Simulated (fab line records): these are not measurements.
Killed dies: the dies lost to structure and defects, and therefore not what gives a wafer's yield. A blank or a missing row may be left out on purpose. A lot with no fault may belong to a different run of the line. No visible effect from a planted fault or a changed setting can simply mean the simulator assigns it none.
fab line records	flow sky130
record: lots: 6	wafers: 18	last-day: 50
route steps=708 shown CONTACT@413 PAD_OPEN@708
lots untouched by any fault: they come from a run of this same line in which no faults occurred
start-h: hours from the record's opening day to when the first of the lot's shown wafers began	wait-h: hours since the lot's step before	" the same as in the row above	L1.1+2: a row that stands for several wafers	- no value, or no start given	* or withheld: withheld	< > ~ a bound
route shown NAME@n: a module of which the file shows steps, and the number in the route of the first	usual: average and standard deviation across the fault-free wafers	same: alike in all rows	chamber/n: place in a boat	sites: per-site readings	_std_site: the standard deviation of these	_edge_site: mean of outer sites minus mean of inner sites	radius-mm: how far each site lies from the wafer's centre	mask NAME#n: copy n	behind: tool/chamber where the wafer was last shaped	hold: reason for holding the lot/hours on hold/outcome of the hold	device: the n, p or np transistor that did not switch	end of line: the route-end tests of the same wafers	a step with no rows: only its recipe	killed: at the first sort, the dies lost to defects and structure; wafer yield is something else	map: dies across one wafer; x = killed, . = not, _ = none there
set.NAME: the setting the step ran with; set.NAME@STEP: the setting that earlier step ran with	model.NAME: the simulator's own value behind a step, which no gauge read
lots at selected steps of the route; one table per step, one row per wafer
services: when a tool's chamber went out of use (start-h, in hours from the record's first day, below 0 if earlier), for how many hours, and the reason
== steps ==
step: SKY_CONTACT_HMDS_07
recipe: prime-time-s: 60	prime-temp-c: 120
step: SKY_CONTACT_COAT_08
recipe: resist: BARC	temp-c: withheld	time-s: withheld	spin-rpm: 3000	resist-thk-nm: 60
step: SKY_CONTACT_COAT_09
recipe: resist: KrF-thick	spin-rpm: 2949	resist-thk-nm: 450
step: SKY_CONTACT_SOFTBAKE_10
recipe: temp-c: 100	time-s: 90	resist: KrF-thick
step: SKY_CONTACT_EXPOSE_11
recipe: mask-id: CTM1	na: 0.8	source-shape: annular	sigma-inner: 0.55	sigma-outer: 0.85	target-cd-nm: 170	dose-mj: 38
step: SKY_CONTACT_PEB_12
recipe: peb-temp-c: withheld	peb-time-s: withheld	resist: KrF-thick
step: SKY_CONTACT_DEVELOP_13
recipe: develop-time-s: 60	resist: KrF-thick	dev-temp-c: 21
step: SKY_CONTACT_CD_MEAS_14
recipe: target-cd-nm: 170
usual: cd-nm: 169.8/1.7
lot.wafer	tool	chamber	start-h	wait-h	cd-nm
L679.2	cd-sem-01	-	770.92	-	167.1
L679.4	"	-	"	"	168.7
L679.5	"	-	"	"	167.0
L681.3	cd-sem-02	-	797.50	-	169.8
L681.4	"	-	"	"	170.7
L681.6	"	-	"	"	170.1
L690.2	cd-sem-01	-	855.73	-	171.7
L690.3	"	-	"	"	171.7
L690.6	"	-	"	"	172.7
L691.3	cd-sem-01	-	859.20	-	169.1
L691.5	"	-	"	"	167.0
L691.6	"	-	"	"	166.5
L696.1	cd-sem-01	-	898.55	-	170.6
L696.5	"	-	"	"	171.2
L696.6	"	-	"	"	169.9
L697.2	cd-sem-02	-	899.72	-	172.1
L697.5	"	-	"	"	173.0
L697.6	"	-	"	"	172.6
step: SKY_CONTACT_OVL_MEAS_15
usual: CONTACT_OVL: 2/5.5
lot.wafer	tool	chamber	start-h	wait-h	CONTACT_OVL[nm]
L679.2	overlay-02	-	771.03	0.1	-1
L679.4	"	-	"	"	-3
L679.5	"	-	"	"	-4
L681.3	overlay-01	-	797.59	0.1	5
L681.4	"	-	"	"	0
L681.6	"	-	"	"	0
L690.2	overlay-02	-	855.84	0.1	5
L690.3	"	-	"	"	7
L690.6	"	-	"	"	4
L691.3	overlay-01	-	859.29	0.1	-3
L691.5	"	-	"	"	5
L691.6	"	-	"	"	4
L696.1	overlay-01	-	898.67	0.1	5
L696.5	"	-	"	"	2
L696.6	"	-	"	"	6
L697.2	overlay-01	-	899.83	0.1	5
L697.5	"	-	"	"	7
L697.6	"	-	"	"	7
step: SKY_CONTACT_ETCH_16
recipe: chemistry: N2/H2	target: BARC	ion-energy-ev: 200	source-w: 500	bias-w: 100	pressure-mtorr: 30	n2-flow-sccm: 100	h2-flow-sccm: 200	stop-on: SiO2	time-s: 45.9	target-depth-a: 600
usual: bias-w: 99.96/0.3	drypump-motor-current-A: 5.6/0.42	h2-flow-sccm: 200.0/0.62	oes-product-au: 0.854/0.005	rf-fwd-power-W: 494.6/2.3	throttle-valve-pct: 13.224/0.01
same: time-s: 45.9
lot.wafer	tool	chamber	start-h	wait-h	bias-w	drypump-motor-current-A	h2-flow-sccm	oes-product-au	rf-fwd-power-W	rf-hours-counter-h	throttle-valve-pct
L679.2	rie-diel-04	2	771.06	0.0	100.03	5.4	200.5	0.852	497.6	6	13.211
L679.4	"	3	"	"	100.24	6.2	200.3	0.855	492.1	11	13.231
L679.5	"	1	"	"	99.44	4.8	199.7	0.856	497.5	-	13.223
L681.3	rie-diel-03	2	797.62	0.0	100.29	5.6	199.8	0.853	493.0	6	13.231
L681.4	"	1	"	"	99.41	5.6	199.9	0.853	493.2	-	13.203
L681.6	"	0	"	"	99.80	5.9	200.5	0.856	495.9	-	13.240
L690.2	rie-diel-03	1	855.87	0.0	99.87	5.6	198.9	0.851	492.5	13	13.224
L690.3	"	2	"	"	99.63	5.6	199.2	0.849	496.2	8	13.221
L690.6	"	3	"	"	100.26	5.4	200.1	0.851	495.8	-	13.203
L691.3	rie-diel-02	0	859.32	0.0	99.90	5.5	200.1	0.851	495.1	7	13.230
L691.5	"	2	"	"	99.97	6.2	201.9	0.858	497.1	-	13.229
L691.6	"	1	"	"	99.46	6.0	199.5	0.851	497.6	-	13.223
L696.1	rie-diel-03	3	898.71	0.0	99.76	5.4	199.2	0.860	495.9	16	13.224
L696.5	"	0	"	"	100.31	6.0	199.4	0.855	494.9	-	13.227
L696.6	"	3	"	"	99.34	5.4	199.2	0.863	495.2	-	13.235
L697.2	rie-diel-04	0	899.86	0.0	100.07	5.1	200.0	0.851	489.4	19	13.226
L697.5	"	2	"	"	99.84	5.4	199.9	0.855	498.1	-	13.223
L697.6	"	0	"	"	100.05	5.1	199.3	0.848	493.4	-	13.219
step: SKY_CONTACT_ETCH_17
recipe: target: SiO2	chemistry: C4F8/O2/Ar	stop-on: Si3N4	mask-material: KrF-thick	source-w: 1500	bias-w: 1200	pressure-mtorr: 40	c4f8-flow-sccm: withheld	O2_flow_sccm: 6	Ar_flow_sccm: 300	time-s: withheld	target-depth-a: 3400
usual: bias-w: 1200/3.6	oes-product-au: 0.891/0.005	rf-fwd-power-W: 1487/6.4
lot.wafer	tool	chamber	start-h	wait-h	bias-w	oes-product-au	rf-fwd-power-W
L679.2	rie-diel-04	2	771.10	0.0	1202	0.896	1500
L679.4	"	3	"	"	1203	0.896	1476
L679.5	"	1	"	"	1202	0.888	1488
L681.3	rie-diel-03	2	797.66	0.0	1202	0.892	1490
L681.4	"	1	"	"	1199	0.879	1491
L681.6	"	0	"	"	1193	0.892	1488
L690.2	rie-diel-03	1	855.91	0.0	1202	0.884	1479
L690.3	"	2	"	"	1196	0.892	1493
L690.6	"	3	"	"	1192	0.891	1493
L691.3	rie-diel-02	0	859.36	0.0	1203	0.886	1486
L691.5	"	2	"	"	1200	0.889	1485
L691.6	"	1	"	"	1207	0.891	1485
L696.1	rie-diel-03	3	898.75	0.0	1199	0.891	1490
L696.5	"	0	"	"	1200	0.895	1485
L696.6	"	3	"	"	1198	0.897	1488
L697.2	rie-diel-04	0	899.90	0.0	1202	0.889	1487
L697.5	"	2	"	"	1204	0.900	1484
L697.6	"	0	"	"	1204	0.898	1470
step: SKY_CONTACT_ETCH_18
recipe: target: Si3N4	chemistry: CHF3/O2	stop-on: TiN	source-w: 600	bias-w: 200	pressure-mtorr: 40	chf3-flow-sccm: 50	O2_flow_sccm: 5	time-s: 39	target-depth-a: 750
usual: bias-w: 200.0/0.61	drypump-motor-current-A: 5.6/0.42	oes-product-au: 0.853/0.0075	rf-fwd-power-W: 593.0/2.9	throttle-valve-pct: 8.793/0.0082
same: time-s: 39
lot.wafer	tool	chamber	start-h	wait-h	bias-w	drypump-motor-current-A	oes-product-au	rf-fwd-power-W	rf-hours-counter-h	throttle-valve-pct
L679.2	rie-diel-04	2	-	-	201.3	5.4	0.848	594.8	6	8.800
L679.4	"	3	"	"	201.0	6.2	0.859	586.3	11	8.791
L679.5	"	1	"	"	200.9	4.8	0.861	596.8	-	8.807
L681.3	rie-diel-03	2	-	-	199.2	5.6	0.855	592.6	6	8.800
L681.4	"	1	"	"	200.3	5.5	0.861	591.6	-	8.794
L681.6	"	0	"	"	200.1	5.9	0.860	596.0	-	8.803
L690.2	rie-diel-03	1	-	-	198.9	5.5	0.860	588.9	13	8.792
L690.3	"	2	"	"	200.9	5.6	0.851	594.5	8	8.786
L690.6	"	3	"	"	201.0	5.4	0.854	595.1	-	8.804
L691.3	rie-diel-02	0	-	-	200.4	5.5	0.858	593.8	7	8.793
L691.5	"	2	"	"	200.2	6.2	0.857	592.1	-	8.791
L691.6	"	1	"	"	200.9	6.0	0.853	590.9	-	8.788
L696.1	rie-diel-03	3	-	-	200.6	5.4	0.839	595.1	17	8.808
L696.5	"	0	"	"	199.6	5.9	0.867	595.6	-	8.804
L696.6	"	3	"	"	200.2	5.4	0.849	595.7	-	8.795
L697.2	rie-diel-04	0	-	-	200.4	5.1	0.849	589.5	19	8.778
L697.5	"	2	"	"	200.1	5.4	0.864	594.2	-	8.797
L697.6	"	0	"	"	200.0	5.1	0.857	588.5	-	8.800
step: SKY_CONTACT_STRIP_19
recipe: chemistry: O2/N2	power-w: 1400	pressure-mtorr: 1500	platen-temp-c: withheld	o2-flow-sccm: 3000	n2-flow-sccm: 300	overash-fraction: 0.5
usual: chamber-pressure-mTorr: 1500.0/1.4	drypump-motor-current-A: 5.7/0.52	o2-flow-sccm: 2999/8.1	oes-product-au: 0.382/0.0045	strip-time-to-endpoint-s: 3.651/0.025
lot.wafer	tool	chamber	start-h	wait-h	chamber-pressure-mTorr	drypump-motor-current-A	o2-flow-sccm	oes-product-au	rf-hours-counter-h	strip-time-to-endpoint-s	model.KrF-thick_of_CONTACT_COAT_09.thk-nm
L679.2	plasma-asher-02	1	771.19	-	1500.4	5.8	2993	0.382	3	3.687	0
L679.4	"	0	"	"	1500.9	6.2	2998	0.386	-	3.673	0
L679.5	"	0	"	"	1500.5	6.2	3008	0.389	-	3.689	0
L681.3	plasma-asher-02	0	797.78	-	1499.0	6.2	3001	0.379	-	3.642	0
L681.4	"	1	"	"	1499.9	5.8	3004	0.381	-	3.637	0
L681.6	"	0	"	"	1502.4	6.2	3002	0.378	-	3.655	0
L690.2	plasma-asher-02	0	856.00	-	-	-	-	-	-	-	245.4
L690.3	"	0	"	"	-	-	-	-	-	-	247.3
L690.6	"	1	"	"	-	-	-	-	-	-	246
L691.3	plasma-asher-03	1	859.48	-	-	-	-	-	-	-	244.4
L691.5	"	1	"	"	-	-	-	-	-	-	244.7
L691.6	"	0	"	"	-	-	-	-	-	-	247.4
L696.1	plasma-asher-03	0	898.84	-	1499.0	5.7	3004	0.382	79	3.631	0
L696.5	"	1	"	"	1501.0	4.7	2999	0.385	-	3.643	0
L696.6	"	0	"	"	1500.7	5.7	3002	0.380	-	3.627	0
L697.2	plasma-asher-04	1	899.99	-	1498.5	5.5	2996	0.378	99	3.641	0
L697.5	"	1	"	"	1500.4	5.4	2994	0.385	-	3.668	0
L697.6	"	0	"	"	1500.1	6.3	3003	0.379	-	3.634	0
step: SKY_CONTACT_STRIP_20
recipe: chemistry: post-etch-residue-remover	time-s: 1200	temp-c: 72.5
step: SKY_PAD_OPEN_PROBE_99
usual: killed_at_M0_to_M3: 43/6.9	killed_at_M4_up: 3.2/2	killed-at-contacts: 25/5.1	killed-at-front-end: 15/4.5	killed-at-other: 0.2/0.51	killed-dies: 85/9.5	killed-on-rim: 16/3.7	killed-open: 48/6.9	killed-short: 38/6.7
same: gross-dies: 492	killed-at-back-side: 0
lot.wafer	tool	chamber	start-h	wait-h	hold	killed_at_M0_to_M3	killed_at_M4_up	killed-at-contacts	killed-at-front-end	killed-at-other	killed-dies	killed-on-rim	killed-open	killed-short
L679.2	prober-01	-	1101.44	0.1	-	49	2	36	15	0	102	21	54	48
L679.4	prober-01	-	1101.54	0.2	-	45	3	30	11	0	89	16	48	41
L679.5	prober-01	-	1101.59	0.2	-	45	5	25	4	1	80	18	49	31
L681.3	prober-01	-	1123.11	0.2	-	47	2	27	18	0	94	14	59	35
L681.4	prober-01	-	1123.16	0.2	-	46	3	24	11	0	84	20	48	36
L681.6	prober-01	-	1123.26	0.2	-	53	1	15	19	0	88	17	49	39
L690.2	prober-02	-	1165.52	0.1	await-dispo/6.9h/scrap	39	1	437	15	0	492	96	51	40
L690.3	prober-02	-	1165.57	0.2	await-dispo/6.9h/scrap	46	2	426	18	0	492	96	54	39
L690.6	prober-02	-	1165.72	0.2	await-dispo/6.9h/scrap	52	5	418	17	0	492	96	56	42
L691.3	prober-01	-	1167.07	0.2	await-dispo/1.3h/scrap	34	7	441	10	0	492	96	49	32
L691.5	prober-01	-	1167.17	0.2	await-dispo/1.3h/scrap	42	2	433	14	1	492	96	48	40
L691.6	prober-01	-	1167.22	0.2	await-dispo/1.3h/scrap	47	2	432	11	0	492	96	44	35
L696.1	prober-02	-	1192.80	0.1	-	42	2	17	16	0	77	16	45	32
L696.5	prober-02	-	1193.00	0.2	-	42	0	28	20	1	91	23	52	39
L696.6	prober-02	-	1193.05	0.2	-	42	1	17	24	0	84	18	46	38
L697.2	prober-01	-	1194.63	0.1	-	43	4	24	9	1	81	9	53	28
L697.5	prober-01	-	1194.78	0.2	-	37	3	27	16	1	84	15	47	37
L697.6	prober-01	-	1194.83	0.2	-	46	2	26	22	0	96	18	48	48
killed by level:class
L679.2 CONTACT:geometric-particle:open=11 LI_CONTACT:geometric-particle:open=10 VIA1:geometric-particle:open=8 VIA2:geometric-particle:open=8 CONTACT:geometric-particle:short=7 METAL1:geometric-particle:short=7 METAL3:geometric-particle:short=6 METAL2:geometric-particle:short=5
L679.4 VIA1:geometric-particle:open=8 VIA3:geometric-particle:open=8 LI_CONTACT:geometric-particle:open=8 LOCAL_INTERCONNECT:geometric-particle:short=7 CONTACT:geometric-particle:open=7 CONTACT:geometric-particle:short=5 VIA1:geometric-particle:short=5 VIA2:geometric-particle:open=5
L679.5 VIA1:geometric-particle:open=16 CONTACT:geometric-particle:open=10 VIA2:geometric-particle:open=7 LI_CONTACT:geometric-particle:open=5 VIA3:geometric-particle:open=5 LOCAL_INTERCONNECT:geometric-particle:short=4 CONTACT:geometric-particle:short=4 VIA1:geometric-particle:short=3
L681.3 VIA1:geometric-particle:open=13 LI_CONTACT:geometric-particle:open=9 CONTACT:geometric-particle:open=9 POLY_GATE:geometric-particle:open=6 VIA2:geometric-particle:open=6 FIELD_ISO:geometric-particle:open=5 VIA3:geometric-particle:open=5 LOCAL_INTERCONNECT:geometric-particle:short=4
L681.4 VIA1:geometric-particle:open=10 VIA3:geometric-particle:open=9 CONTACT:geometric-particle:open=8 LI_CONTACT:geometric-particle:open=8 CONTACT:geometric-particle:short=7 METAL1:geometric-particle:short=6 VIA2:geometric-particle:open=6 VIA1:geometric-particle:short=4
L681.6 VIA3:geometric-particle:open=12 CONTACT:geometric-particle:open=9 METAL2:geometric-particle:short=9 VIA1:geometric-particle:open=8 FIELD_ISO:geometric-particle:short=7 METAL1:geometric-particle:short=6 VIA2:geometric-particle:open=6 FIELD_ISO:geometric-particle:open=4
L690.2 CONTACT:area-sputter=401 VIA1:geometric-particle:open=10 LI_CONTACT:geometric-particle:open=9 LOCAL_INTERCONNECT:geometric-particle:short=9 CONTACT:geometric-particle:open=8 FIELD_ISO:geometric-particle:open=5 LI_CONTACT:geometric-particle:short=5 VIA2:geometric-particle:open=5
L690.3 CONTACT:area-sputter=399 VIA1:geometric-particle:open=13 FIELD_ISO:geometric-particle:open=10 CONTACT:geometric-particle:open=7 LI_CONTACT:geometric-particle:open=7 CONTACT:geometric-particle:short=7 VIA1:geometric-particle:short=5 METAL2:geometric-particle:short=5
L690.6 CONTACT:area-sputter=394 VIA1:geometric-particle:open=16 CONTACT:geometric-particle:open=8 POLY_GATE:geometric-particle:open=7 LI_CONTACT:geometric-particle:open=7 METAL2:geometric-particle:short=7 METAL1:geometric-particle:short=6 VIA1:geometric-particle:short=6
L691.3 CONTACT:area-sputter=411 CONTACT:geometric-particle:open=17 VIA1:geometric-particle:open=8 LI_CONTACT:geometric-particle:open=7 VIA2:geometric-particle:open=6 POLY_GATE:geometric-particle:short=5 METAL1:geometric-particle:short=5 VIA3:geometric-particle:open=5
L691.5 CONTACT:area-sputter=404 CONTACT:geometric-particle:open=10 VIA1:geometric-particle:open=9 LI_CONTACT:geometric-particle:open=7 VIA1:geometric-particle:short=6 METAL2:geometric-particle:short=6 LOCAL_INTERCONNECT:geometric-particle:short=5 FIELD_ISO:geometric-particle:short=4
L691.6 CONTACT:area-sputter=413 VIA1:geometric-particle:open=12 VIA3:geometric-particle:open=7 CONTACT:geometric-particle:open=6 LI_CONTACT:geometric-particle:short=5 VIA2:geometric-particle:open=5 METAL1:geometric-particle:short=5 VIA1:geometric-particle:short=5
L696.1 VIA1:geometric-particle:open=12 VIA2:geometric-particle:open=6 LI_CONTACT:geometric-particle:open=6 CONTACT:geometric-particle:open=5 FIELD_ISO:geometric-particle:open=4 VIA2:geometric-particle:short=4 VIA3:geometric-particle:open=4 METAL2:geometric-particle:short=4
L696.5 LI_CONTACT:geometric-particle:open=8 CONTACT:geometric-particle:open=8 VIA3:geometric-particle:open=7 METAL1:geometric-particle:short=6 METAL2:geometric-particle:short=6 FIELD_ISO:geometric-particle:open=5 POLY_GATE:geometric-particle:short=5 VIA1:geometric-particle:short=5
L696.6 FIELD_ISO:geometric-particle:short=7 METAL2:geometric-particle:short=7 CONTACT:geometric-particle:open=7 VIA1:geometric-particle:open=7 VIA3:geometric-particle:open=6 FIELD_ISO:geometric-particle:open=5 POLY_GATE:geometric-particle:open=4 LI_CONTACT:geometric-particle:open=4
L697.2 CONTACT:geometric-particle:open=15 VIA1:geometric-particle:open=10 VIA3:geometric-particle:open=7 METAL1:geometric-particle:short=4 METAL1:geometric-particle:open=4 VIA1:geometric-particle:short=4 POLY_GATE:geometric-particle:open=3 LI_CONTACT:geometric-particle:open=3
L697.5 LI_CONTACT:geometric-particle:open=8 VIA1:geometric-particle:open=8 VIA3:geometric-particle:open=8 FIELD_ISO:geometric-particle:short=5 CONTACT:geometric-particle:open=5 LI_CONTACT:geometric-particle:short=5 FIELD_ISO:geometric-particle:open=4 METAL2:geometric-particle:short=4
L697.6 LI_CONTACT:geometric-particle:open=10 VIA2:geometric-particle:open=10 METAL1:geometric-particle:short=8 VIA1:geometric-particle:open=7 CONTACT:geometric-particle:short=7 METAL2:geometric-particle:short=7 FIELD_ISO:geometric-particle:short=6 FIELD_ISO:geometric-particle:open=5
map L690.2 (x killed, . not)
__________xxxxxxxxxx_________
________xxxxxxxxxxxxxx_______
______xxxxxxxxxxxxxxxxxx_____
_____xxxxxxxxxxxxxxxxxxxx____
____xxxxxxxxxxxxxxxxxxxxxx___
___xxxxxxxxxxxxxxxxxxxxxxxx__
__xxxxxxxxxxxxxxxxxxxxxxxxxx_
_xxxxxxxxxxxxxxxxxxxxxxxxxxxx
_xxxxxxxxxxxxxxxxxxxxxxxxxxxx
_xxxxxxxxxxxxxxxxxxxxxxxxxxxx
_xxxxxxxxxxxxxxxxxxxxxxxxxxxx
_xxxxxxxxxxxxxxxxxxxxxxxxxxxx
_xxxxxxxxxxxxxxxxxxxxxxxxxxxx
_xxxxxxxxxxxxxxxxxxxxxxxxxxxx
_xxxxxxxxxxxxxxxxxxxxxxxxxxxx
__xxxxxxxxxxxxxxxxxxxxxxxxxx_
___xxxxxxxxxxxxxxxxxxxxxxxx__
____xxxxxxxxxxxxxxxxxxxxxx___
_____xxxxxxxxxxxxxxxxxxxx____
______xxxxxxxxxxxxxxxxxx_____
________xxxxxxxxxxxxxx_______
__________xxxxxxxxxx_________
map L691.3 (x killed, . not)
__________xxxxxxxxxx_________
________xxxxxxxxxxxxxx_______
______xxxxxxxxxxxxxxxxxx_____
_____xxxxxxxxxxxxxxxxxxxx____
____xxxxxxxxxxxxxxxxxxxxxx___
___xxxxxxxxxxxxxxxxxxxxxxxx__
__xxxxxxxxxxxxxxxxxxxxxxxxxx_
_xxxxxxxxxxxxxxxxxxxxxxxxxxxx
_xxxxxxxxxxxxxxxxxxxxxxxxxxxx
_xxxxxxxxxxxxxxxxxxxxxxxxxxxx
_xxxxxxxxxxxxxxxxxxxxxxxxxxxx
_xxxxxxxxxxxxxxxxxxxxxxxxxxxx
_xxxxxxxxxxxxxxxxxxxxxxxxxxxx
_xxxxxxxxxxxxxxxxxxxxxxxxxxxx
_xxxxxxxxxxxxxxxxxxxxxxxxxxxx
__xxxxxxxxxxxxxxxxxxxxxxxxxx_
___xxxxxxxxxxxxxxxxxxxxxxxx__
____xxxxxxxxxxxxxxxxxxxxxx___
_____xxxxxxxxxxxxxxxxxxxx____
______xxxxxxxxxxxxxxxxxx_____
________xxxxxxxxxxxxxx_______
__________xxxxxxxxxx_________
== services ==
tool	chamber	start-h	hours	kind
rie-diel-03	-	754.69	4.3	pm
rie-diel-04	2	761.29	6.1	repair
rie-diel-02	-	785.69	0.5	repair
plasma-asher-03	-	790.26	19.0	repair
rie-diel-02	3	792.85	4.8	repair
rie-diel-03	3	796.82	8.6	repair
rie-diel-03	0	797.94	14.8	repair
plasma-asher-02	-	799.38	1.9	repair
rie-diel-03	2	805.35	5.2	repair
rie-diel-03	-	807.17	1.9	repair
rie-diel-02	-	818.42	2.8	pm
plasma-asher-04	-	819.50	62.9	repair
rie-diel-02	2	821.17	-	clean
rie-diel-02	2	821.17	23.9	scheduled-down
rie-diel-02	2	821.17	23.9	vent-cycle
rie-diel-03	3	823.25	1.6	repair
rie-diel-02	1	836.56	7.3	repair
rie-diel-04	2	844.41	4.4	repair
rie-diel-04	-	849.26	15.6	pm
plasma-asher-02	-	849.75	0.4	repair
rie-diel-04	1	878.44	28.3	repair
plasma-asher-02	-	888.90	4.2	repair
== key ==
first-sign: step: SKY_CONTACT_STRIP_19	reading: tool-record	direction: missing
effect: step: SKY_PAD_OPEN_PROBE_99	reading: killed-at-contacts	direction: up	sigmas: 79	usual: 25	struck: 431
model-effect: step: SKY_CONTACT_STRIP_19	value: KrF-thick_of_CONTACT_COAT_09.thk-nm	without: 0	struck: 245.9
more-kills-born-at: SKY_CONTACT_SPUTTER_23@pvd-sputter-03: 2422
met-at SKY_CONTACT_STRIP_19
struck-wafers L690.2,L690.3,L690.6,L691.3,L691.5,L691.6
later-rows-left-out L690.2,L690.3,L690.6,L691.3,L691.5,L691.6
tester-left-out L690,L691
onset-between 797.78 856.00
fault: kind: skipped-step-whole	tool: plasma-asher-02,plasma-asher-03	chamber: -	onset-h: 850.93	steps: SKY_CONTACT_STRIP_19	scope: struck-lots-only
tester-left-out: of these lots the tester's yield and bins aren't shown, on N5 and GAA mostly nor the transistor test; their killed dies are dies lost to structure and defects alone, not to doping, threshold or leakage, so they don't give the yield
later-rows-left-out: the simulator's readings of these wafers behind a module that went badly wrong aren't trusted and aren't shown, but for the sort
